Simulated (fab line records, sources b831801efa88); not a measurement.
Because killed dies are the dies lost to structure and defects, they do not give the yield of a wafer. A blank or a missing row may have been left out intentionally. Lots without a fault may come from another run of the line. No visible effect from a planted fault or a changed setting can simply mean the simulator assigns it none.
Which tool was responsible?    flow sky130    27 wafers from 9 lots sampled at 6 of the route's 708 steps

== WHAT THE GAUGES SHOWED, per wafer ==
SKY_METAL2_RS_MEAS_05: a four-point-probe measurement.
lot   measured      on            METAL2_ALCU_RS (ohm/sq)
L172  day 34 03:30  filmMetro-02  0.1269 0.1304 0.1255
L173  day 34 04:52  filmMetro-02  0.1263 0.1263 0.1257
L175  day 35 02:35  filmMetro-02  0.1267 0.1248 0.1257
L180  day 36 19:53  filmMetro-03  0.1482 0.1476 0.1472 0.1482 0.1476 0.1474
L183  day 36 21:26  filmMetro-03  0.1467 0.1482 0.1450 0.1461 0.1482 0.1448
L186  day 38 22:43  filmMetro-03  0.1272 0.1282 0.1256
L191  day 40 12:23  filmMetro-02  0.1268 0.1299 0.1295
L192  day 40 16:14  filmMetro-01  0.1222 0.1231 0.1237
L194  day 40 20:15  filmMetro-02  0.1246 0.1259 0.1261

SKY_METAL2_THK_MEAS_06: measures by xrf.
lot   measured      on            METAL2_ALCU_THK (nm)
L172  day 34 03:37  filmMetro-02  251 245 253
L173  day 34 04:58  filmMetro-02  252 251 253
L175  day 35 02:43  filmMetro-02  254 257 255
L180  day 36 21:41  filmMetro-03  217 220 222 219 219 220
L183  day 37 03:05  filmMetro-03  222 218 224 223 220 224
L186  day 38 22:49  filmMetro-03  255 250 256
L191  day 40 12:30  filmMetro-02  255 250 249
L192  day 40 16:21  filmMetro-01  262 262 260
L194  day 40 20:22  filmMetro-02  259 257 253

SKY_METAL2_CD_MEAS_15: target cd 140 nm.
lot   measured      on        cdNm (nm)
L172  day 35 06:32  cdSem-01  142.3 140.2 141.8
L173  day 35 07:40  cdSem-01  137.8 136.8 137.2
L175  day 36 05:13  cdSem-01  141.2 141.0 139.5
L180  day 37 21:58  cdSem-02  142.1 141.5 141.6
L183  day 37 23:32  cdSem-02  141.9 140.8 140.7
L186  day 39 23:32  cdSem-01  139.5 139.4 141.1
L191  day 41 12:16  cdSem-01  138.0 136.6 140.2
L192  day 41 15:43  cdSem-02  136.7 139.3 137.4
L194  day 41 20:33  cdSem-02  138.5 138.2 137.8

== WHAT TOOL EACH LOT RAN ON (gives the tool, then ch and the chambers of the sampled wafers, and finally the start) ==
lot   SKY_VIA1_STRIP_16                    SKY_VIA1_SPUTTER_20          SKY_METAL2_SPUTTER_02
L172  plasmaAsher-01 ch 0,1, day 34 02:08  pvdSputter-03, day 34 02:43  pvdSputter-02, day 34 03:24
L173  plasmaAsher-04 ch 0,1, day 34 03:30  pvdSputter-01, day 34 04:03  pvdSputter-04, day 34 04:44
L175  plasmaAsher-04 ch 0,1, day 35 00:58  pvdSputter-04, day 35 01:35  pvdSputter-04, day 35 02:30
L180  plasmaAsher-01 ch 0,1, day 36 18:31  pvdSputter-01, day 36 19:07  pvdSputter-04, day 36 19:47
L183  plasmaAsher-04 ch 0,1, day 36 20:05  pvdSputter-03, day 36 20:40  pvdSputter-04, day 36 21:21
L186  plasmaAsher-01 ch 0,1, day 38 20:55  pvdSputter-01, day 38 21:55  pvdSputter-02, day 38 22:36
L191  plasmaAsher-04 ch 1, day 40 10:41    pvdSputter-01, day 40 11:37  pvdSputter-03, day 40 12:17
L192  plasmaAsher-04 ch 0,1, day 40 14:31  pvdSputter-03, day 40 15:10  pvdSputter-04, day 40 16:08
L194  plasmaAsher-04 ch 0,1, day 40 18:28  pvdSputter-01, day 40 19:28  pvdSputter-04, day 40 20:08
- SKY_VIA1_STRIP_16: strips in O2/N2.
- SKY_VIA1_SPUTTER_20: material TiN, target thk 20 nm, time 80 s.
- SKY_METAL2_SPUTTER_02: material AlCu, target thk 250 nm, time 13.3 s.

== WHAT THE TOOLS THEMSELVES READ (means of the sampled wafers that have a number; where no wafer has one, the mark that the record gives instead) ==
SKY_VIA1_STRIP_16.
lot   tool            drypumpMotorCurrentA (A)  oesProductAu (a.u.)  stripTimeToEndpointS (s)
L172  plasmaAsher-01  5.4                       0.419                4.494
L173  plasmaAsher-04  5.3                       0.412                4.447
L175  plasmaAsher-04  5.3                       0.414                4.484
L180  plasmaAsher-01  5.4                       0.419                4.446
L183  plasmaAsher-04  5.4                       0.411                4.430
L186  plasmaAsher-01  5.4                       0.414                4.455
L191  plasmaAsher-04  5.2                       0.420                4.435
L192  plasmaAsher-04  5.3                       0.420                4.456
L194  plasmaAsher-04  5.5                       0.419                4.427

SKY_VIA1_SPUTTER_20.
lot   tool           cathodeDcPowerW (W)  throttleValvePct (%)
L172  pvdSputter-03  4000.1               30.3
L173  pvdSputter-01  4000.3               29.9
L175  pvdSputter-04  4000.2               30.0
L180  pvdSputter-01  4000.0               30.8
L183  pvdSputter-03  3999.6               31.0
L186  pvdSputter-01  3999.9               31.0
L191  pvdSputter-01  3999.9               31.0
L192  pvdSputter-03  3999.9               30.7
L194  pvdSputter-01  4000.3               28.3

SKY_METAL2_SPUTTER_02.
lot   tool           cathodeDcPowerW (W)  throttleValvePct (%)
L172  pvdSputter-02  10601                30.3
L173  pvdSputter-04  10601                29.3
L175  pvdSputter-04  10601                29.2
L180  pvdSputter-04  9119                 29.9
L183  pvdSputter-04  9119                 29.2
L186  pvdSputter-02  10600                30.4
L191  pvdSputter-03  10600                30.3
L192  pvdSputter-04  10599                29.6
L194  pvdSputter-04  10601                29.4

== THE ANSWER, worked out from the rows above alone ==
Rule: the lots themselves supply what counts as usual. Put in order of their means at a reading, lots are off if they are a third of the lots or fewer, leave a main group of 4 or more, and stand apart from it by a gap of 3 or more times the standard deviation of the main group's means; of several such gaps the widest counts. A main group is skipped when, at the precision printed for the reading in the tables above, its means are all equal. A lot without any number at a reading at which 4 lots or more have one is off too. Any other lot the step has rows for is counted as sound. Order of review: gauges by route order, followed by the tools' own readings, for which a lot's mean as printed above is used. At the first step where some lot is off, the reading lying furthest off is the one used; lots without a number count as furthest.
Off: L180, L183, seen at SKY_METAL2_RS_MEAS_05 (METAL2_ALCU_RS). The main group has a mean of 0.1262 ohm/sq with a standard deviation of 0.0017.
If a tool, at a process step before that reading, ran all the lots that are off and no sound lot after the first of them, it fits. The gauges at SKY_METAL2_RS_MEAS_05 aren't tried: what is off there is off at SKY_METAL2_SPUTTER_02 too, on other tools, and a gauge's error can't cause that. None of those tried fits.

== WHAT THE SIMULATOR HAD INSERTED ==
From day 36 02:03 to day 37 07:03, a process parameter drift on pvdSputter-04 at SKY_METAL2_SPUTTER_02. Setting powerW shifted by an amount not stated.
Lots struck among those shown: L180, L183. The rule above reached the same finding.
